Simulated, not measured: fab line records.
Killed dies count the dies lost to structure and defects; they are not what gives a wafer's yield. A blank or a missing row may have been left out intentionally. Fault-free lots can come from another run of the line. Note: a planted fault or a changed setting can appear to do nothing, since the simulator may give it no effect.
fab line records	flow sky130
[record] lots = 6	wafers = 18	last-day = 50
route steps=708 shown METAL2@505 VIA2@507
lots that met no fault: from a run of the same line without faults
start-h: the number of hours between the record's first day and the start of the first shown wafer of the lot	wait-h: hours elapsed since this lot's preceding step	" as in the row above	L1.1+2: several wafers, shown together as one row	- no value present, or no start provided	* or withheld: withheld	< > ~ a bound
route shown NAME@n: NAME is a module with steps in the file, n the number in the route of the first one	usual: mean/standard deviation taken from wafers without a fault	same: alike in all rows	chamber/n: place in a boat	sites: each site's reading	_std_site: standard deviation of those values	_edge_site: the outer-site mean with the inner-site mean subtracted	radius-mm: for every site, how far away it sits from the centre of the wafer	mask NAME#n: copy n	behind: the last tool/chamber to shape the wafer	hold: the reason the lot was held/the length of the hold in hours/how it ended	device: the transistor (n, p or np) that didn't switch	end of line: tests run on the same wafers once the route is complete	a step given without rows: its recipe and nothing more	killed: dies lost to structure and defects at the first sort, not the wafer's yield	map: shows each die of a wafer: x if killed, . if not, _ if none is there
set.NAME: the setting as run; set.NAME@STEP: as run at that earlier step	model.NAME: the simulator's own value behind a step, which no gauge read
a table for each step, a row for each wafer; lots at some steps of the route
services: a tool's chamber out of use, with start hour (start-h, from the record's first day; less than 0 if before it), hours out, and reason
[[steps]]
[step SKY_METAL2_CLEAN_22]
[recipe] chemistry = IPA	time-s = 180	temp-c = 25
[step SKY_METAL2_CLEAN_23]
[recipe] chemistry = O3/DIW	dry = n2-spin
[step SKY_VIA2_HDPCVD_00]
[recipe] material = SiO2	target-thk-nm = 1180	sigma-open-frac = 0.3	time-s = 196.7	temp-c = 400	sih4-flow-sccm = 60	pressure-mtorr = 6
[step SKY_VIA2_THK_MEAS_01]
[recipe] reads = SiO2_of_VIA2_HDPCVD_00
[usual] VIA2_HDPCVD_THK = 1179/12
lot.wafer	tool	chamber	start-h	wait-h	VIA2_HDPCVD_THK[nm]
L178.1	film-metro-01	-	893.62	0.1	1170
L178.4	"	-	"	"	1181
L178.5	"	-	"	"	1159
L187.1	film-metro-03	-	951.99	0.1	1176
L187.3	"	-	"	"	1194
L187.6	"	-	"	"	1185
L188.3	film-metro-03	-	957.29	0.1	1171
L188.5	"	-	"	"	1189
L188.6	"	-	"	"	1179
L189.1	film-metro-04	-	959.81	0.1	1180
L189.4	"	-	"	"	1163
L189.6	"	-	"	"	1190
L191.4	film-metro-04	-	973.15	0.0	1183
L191.5	"	-	"	"	1179
L191.6	"	-	"	"	1173
L192.1	film-metro-03	-	979.36	0.1	1155
L192.2	"	-	"	"	1169
L192.6	"	-	"	"	1169
[step SKY_VIA2_CMP_02]
[recipe] material = SiO2	down-force-psi = 4	platen-rpm = 60	pad-velocity-m-s = 0.94248
[usual] motor-current-A = 12.1/0.95
lot.wafer	tool	chamber	start-h	wait-h	motor-current-A
L178.1	cmp-02	2	893.78	0.1	11.8
L178.4	"	3	"	"	12.1
L178.5	"	0	"	"	10.2
L187.3	cmp-01	3	952.15	0.1	13.3
L187.1	"	0	"	"	12.7
L187.6	"	2	"	"	13.2
L188.3	cmp-02	1	957.43	0.1	12.7
L188.6	"	3	"	"	12.0
L188.5	"	0	"	"	10.8
L189.1	cmp-02	3	960.23	0.4	11.4
L189.4	"	0	"	"	10.4
L189.6	"	3	"	"	12.1
L191.4	cmp-01	1	973.23	0.1	12.6
L191.5	"	0	"	"	13.6
L191.6	"	1	"	"	13.1
L192.1	cmp-02	0	979.47	0.1	9.8
L192.2	"	1	"	"	12.7
L192.6	"	0	"	"	10.4
[step SKY_VIA2_BOW_MEAS_03]
[recipe] mode = bow
[usual] VIA2_BOW = 85/7.2
lot.wafer	tool	chamber	start-h	wait-h	VIA2_BOW[um]
L178.1	film-metro-01	-	893.98	0.1	75
L178.4	"	-	"	"	84
L178.5	"	-	"	"	87
L187.1	film-metro-04	-	952.35	0.1	80
L187.3	"	-	"	"	97
L187.6	"	-	"	"	86
L188.3	film-metro-04	-	957.67	0.2	100
L188.5	"	-	"	"	96
L188.6	"	-	"	"	92
L189.1	film-metro-01	-	960.53	0.2	101
L189.4	"	-	"	"	108
L189.6	"	-	"	"	89
L191.4	film-metro-01	-	973.54	0.3	87
L191.5	"	-	"	"	79
L191.6	"	-	"	"	86
L192.1	film-metro-04	-	979.72	0.2	82
L192.2	"	-	"	"	84
L192.6	"	-	"	"	80
[step SKY_VIA2_DEHYDRATE_04]
[recipe] temp-c = 200	time-s = 60
[step SKY_VIA2_HMDS_05]
[recipe] prime-time-s = 60	prime-temp-c = 120
[step SKY_VIA2_COAT_06]
[recipe] resist = BARC	temp-c = withheld	time-s = withheld	spin-rpm = 3000	resist-thk-nm = 60
[step SKY_VIA2_COAT_07]
[recipe] resist = KrF-thick	spin-rpm = 3000	resist-thk-nm = 450
[step SKY_VIA2_SOFTBAKE_08]
[recipe] temp-c = 100	time-s = 90	resist = KrF-thick
[step SKY_VIA2_EXPOSE_09]
[recipe] mask-id = VIM2	na = 0.8	source-shape = annular	sigma-inner = 0.55	sigma-outer = 0.85	target-cd-nm = 200	dose-mj = 38
[step SKY_VIA2_PEB_10]
[recipe] peb-temp-c = withheld	peb-time-s = withheld	resist = KrF-thick
[usual] chill-plate-temp-C = *	exhaust-pa = 44.9/0.87	resist-line-temp-C = *
lot.wafer	tool	chamber	start-h	wait-h	chill-plate-temp-C	exhaust-pa	resist-line-temp-C
L178.1	litho-track-02	0	918	-	*	44.0	*
L178.4	"	0	"	"	*	45.1	*
L178.5	"	0	"	"	*	44.5	*
L187.1	litho-track-03	-	976	-	-	-	-
L187.3	"	-	"	"	-	-	-
L187.6	"	-	"	"	-	-	-
L188.3	litho-track-03	-	981	-	-	-	-
L188.5	"	-	"	"	-	-	-
L188.6	"	-	982	-	-	-	-
L189.1	litho-track-03	0	984	-	*	44.8	*
L189.4	"	0	"	"	*	44.4	*
L189.6	"	0	"	"	*	44.7	*
L191.4	litho-track-02	0	997	-	*	44.5	*
L191.5	"	0	"	"	*	44.4	*
L191.6	"	0	"	"	*	43.8	*
L192.1	litho-track-02	0	1002	-	*	43.7	*
L192.2	"	0	"	"	*	44.1	*
L192.6	"	0	"	"	*	43.8	*
[step SKY_VIA2_DEVELOP_11]
[recipe] develop-time-s = 60	resist = KrF-thick	dev-temp-c = 21.72
[[services]]
tool	chamber	start-h	hours	kind
cmp-01	-	912.00	4.0	pm
cmp-01	-	916.00	-	consumable-replace:conditioner
cmp-01	-	916.00	-	consumable-replace:pad
cmp-02	-	920.80	0.6	repair
cmp-01	-	937.08	5.6	pm
cmp-02	-	943.39	1.1	repair
cmp-01	-	955.42	5.7	pm
cmp-02	-	966.38	3.9	repair
cmp-02	-	985.58	12.6	repair
[[key]]
[first-sign] step = SKY_VIA2_PEB_10	reading = tool-record	direction = missing
effect none on later readings
met-at SKY_VIA2_PEB_10
struck-wafers L187.1,L187.3,L187.6,L188.3,L188.5,L188.6
later-rows-left-out L187.1,L187.3,L187.6,L188.3,L188.5,L188.6
sort-left-out L187.1,L187.3,L187.6,L188.3,L188.5,L188.6
[fault] kind = skipped-step-whole	tool = litho-track-03	chamber = -	onset-h = 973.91	steps = SKY_VIA2_PEB_10	scope = struck-lots-only
// sort-left-out: the simulated sort isn't trusted on such a fault, so these wafers' sort isn't shown, and their yield isn't known
// later-rows-left-out: the simulator's readings of these wafers behind a module that went badly wrong aren't trusted and aren't shown, but for the sort
